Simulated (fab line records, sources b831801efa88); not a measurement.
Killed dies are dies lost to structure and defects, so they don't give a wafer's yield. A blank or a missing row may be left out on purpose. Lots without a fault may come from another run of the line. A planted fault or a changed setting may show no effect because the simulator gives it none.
Tool commonality check | flow gf180mcu | 13 lots, 45 wafers sampled

WHY IT WAS OPENED
At GF_MVSD_TW_MEAS_11 the reading MVSD_TW is flagged on 2 of 13 lots. Wafers without a fault read 1587, standard deviation 9.9.
Rule: a lot is flagged when every wafer of it that has a number lies more than 4 standard deviations from that mean, or none has a number. The other lots count as sound.

lot  | measured     | on            | MVSD_TW, wafer by wafer       | flag
L507 | day 4 11:17  | film_metro-03 | 1591 1595 1597                |
L508 | day 4 20:26  | film_metro-04 | 1580 1574 1583                |
L509 | day 5 01:52  | film_metro-01 | 1572 1589 1587                |
L511 | day 5 12:20  | film_metro-04 | 1576 1578 1586                |
L513 | day 6 00:58  | film_metro-03 | 1601 1594 1602                |
L514 | day 6 04:58  | film_metro-03 | 1606 1607 1591                |
L515 | day 6 10:46  | film_metro-03 | 1606 1596 1600                |
L517 | day 6 22:40  | film_metro-01 | 1566 1567 1582                |
L520 | day 7 15:16  | film_metro-03 | 1603 1603 1597                |
L521 | day 7 21:13  | film_metro-01 | 1587 1583 1574                |
L523 | day 8 08:26  | film_metro-03 | 1228 1232 1219 1230 1226 1230 | FLAGGED
L524 | day 8 13:22  | film_metro-03 | 1590 1586 1595                |
L530 | day 10 02:34 | film_metro-03 | 1233 1235 1228 1230 1233 1232 | FLAGGED
The numbers of the flagged lots are 1230 on average: -357 against the usual, or -36 standard deviations.

WHICH TOOL RAN EACH LOT
The record holds 1 process step before the reading, out of a route of 602 steps. In each cell: the tool, then ch and the chambers that the sampled wafers went through, then the start.
lot  | flag    | GF_MVSD_IMPLANT_08
L507 |         | implanter-02 ch 0, day 4 10:55
L508 |         | implanter-02 ch 0, day 4 20:04
L509 |         | implanter-02 ch 0, day 5 01:29
L511 |         | implanter-03 ch 0, day 5 11:58
L513 |         | implanter-03 ch 0, day 6 00:35
L514 |         | implanter-03 ch 0, day 6 04:35
L515 |         | implanter-03 ch 0, day 6 10:23
L517 |         | implanter-03 ch 0, day 6 22:16
L520 |         | implanter-02 ch 0, day 7 14:53
L521 |         | implanter-02 ch 0, day 7 20:50
L523 | FLAGGED | implanter-02 ch 0, day 8 08:03
L524 |         | implanter-04 ch 0, day 8 12:58
L530 | FLAGGED | implanter-02 ch 0, day 10 02:10
What these steps do:
- GF_MVSD_IMPLANT_08
- GF_MVSD_TW_MEAS_11

FLAGGED OVER TOTAL, TOOL BY TOOL (the gauges that took the reading come last)
step               | tool          | lots run | flagged | share of the flagged lots | sound lots run after its first flagged lot
GF_MVSD_IMPLANT_08 | implanter-02  | 7        | 2       | all                       | 0
GF_MVSD_IMPLANT_08 | implanter-03  | 5        | 0       | none                      | -
GF_MVSD_IMPLANT_08 | implanter-04  | 1        | 0       | none                      | -
GF_MVSD_TW_MEAS_11 | film_metro-01 | 3        | 0       | none                      | -
GF_MVSD_TW_MEAS_11 | film_metro-03 | 8        | 2       | all                       | 1 (L524)
GF_MVSD_TW_MEAS_11 | film_metro-04 | 2        | 0       | none                      | -

WHAT THE TABLE ALLOWS
2 rows of the table ran every flagged lot: implanter-02 at GF_MVSD_IMPLANT_08, film_metro-03 at GF_MVSD_TW_MEAS_11.
- implanter-02 at GF_MVSD_IMPLANT_08: 2 of its 7 lots flagged. Its last sound lot is L521 (day 7 20:50), its first flagged lot L523 (day 8 08:03): a fault that began between those two fits. Its own readings lie more than 4 standard deviations out on every wafer of the flagged lots: dose_ions_cm2, faraday_current_uA.
- film_metro-03 at GF_MVSD_TW_MEAS_11: 2 of its 8 lots flagged. Sound lots ran on it after the first flagged one (L524), which a lasting fault on the whole tool wouldn't allow.
One tool is left: implanter-02 at GF_MVSD_IMPLANT_08.

WHAT THE SIMULATOR HAD PUT IN
Process parameter drift: implanter-02, from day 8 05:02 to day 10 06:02, at GF_MVSD_IMPLANT_08. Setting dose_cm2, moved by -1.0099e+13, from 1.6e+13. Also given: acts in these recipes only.
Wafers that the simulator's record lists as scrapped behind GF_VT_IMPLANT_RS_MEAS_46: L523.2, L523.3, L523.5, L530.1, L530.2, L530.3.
Lots struck among those shown: L523, L530. The rule above found the same.
